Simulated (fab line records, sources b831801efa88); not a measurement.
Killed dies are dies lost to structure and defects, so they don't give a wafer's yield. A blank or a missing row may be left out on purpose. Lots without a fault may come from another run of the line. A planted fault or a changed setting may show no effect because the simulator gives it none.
Problem report in the 8D (eight disciplines) form, filled by code | flow sky130 | the parts of the form that need people (team, actions taken, sign-off) are left out

1. THE PROBLEM
beam_energy_keV at SKY_LDD_LDN_IMPLANT_08 reads a mean of 20.400 on 6 wafers of 2 lots; wafers without a fault read 14.999 with a standard deviation of 0.0054. That is +99 or more standard deviations from the usual mean.
First seen on wafer L445.1, day 24 20:35, on implanter-02. The record holds 39 wafers of 13 lots with a number at this step. Rule for "out", or "out of limits": more than 4 standard deviations from the usual mean. The other wafers with a number count as sound.

2. WHAT IT IS AND WHAT IT IS NOT
question                    | is                     | is not
which readings at this step | beam_energy_keV        | -
which lots                  | L445, L446             | L441, L442, L447, L452, L454, L455, L456, L459, L460, L462, L463
which wafers of those lots  | all that have a number | -
read on which tools         | implanter-02           | implanter-03, implanter-04
when                        | from day 24 20:35      | up to then (6 sound wafers); but 27 sound wafers of L447, L452, L454, L455, L456, L459, L460, L462, L463 came after

3. SUSPECTS, AND WHAT RULES EACH OUT
Counting: a tool at a process step up to the reading stays a suspect if it ran every lot that is out and no sound lot after the first of them.
- implanter-02 at SKY_LDD_LDN_IMPLANT_08: ruled out as a lasting fault. Sound lots L454, L455, L456, L460 ran on it after its first lot that is out, L445 (day 24 20:35).
Left after counting: nothing in the record.

4. THE CAUSE (what the simulator had put in)
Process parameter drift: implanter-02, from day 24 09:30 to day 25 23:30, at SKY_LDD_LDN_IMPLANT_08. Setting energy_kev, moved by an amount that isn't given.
Counting ruled it out, wrongly.

5. THE CHAIN OF EFFECTS, in route order
Each row: a reading whose mean over the struck wafers that have a number lies more than 3 standard deviations from the usual. Only readings for which the record gives a usual standard deviation are gone through. hours: the time from each lot's start at the first step in this table that gives one to its start at this step, as a median over the lots. sigmas: the change in usual standard deviations.
hours | step                   | reading         | usual  | on struck wafers | change | sigmas
0     | SKY_LDD_LDN_IMPLANT_08 | beam_energy_keV | 14.999 | 20.400           | +5.401 | +99 or more
The process steps in it:
- SKY_LDD_LDN_IMPLANT_08
Later measuring or inspecting steps at which every struck wafer that the step has a row for has a number for every such reading, and none has moved that far: SKY_CAPM_THK_MEAS_04.

6. WHAT WOULD HAVE CAUGHT IT SOONER
In this record the first reading out of limits was taken at day 24 20:35, 11 hours after the fault began at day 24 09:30.
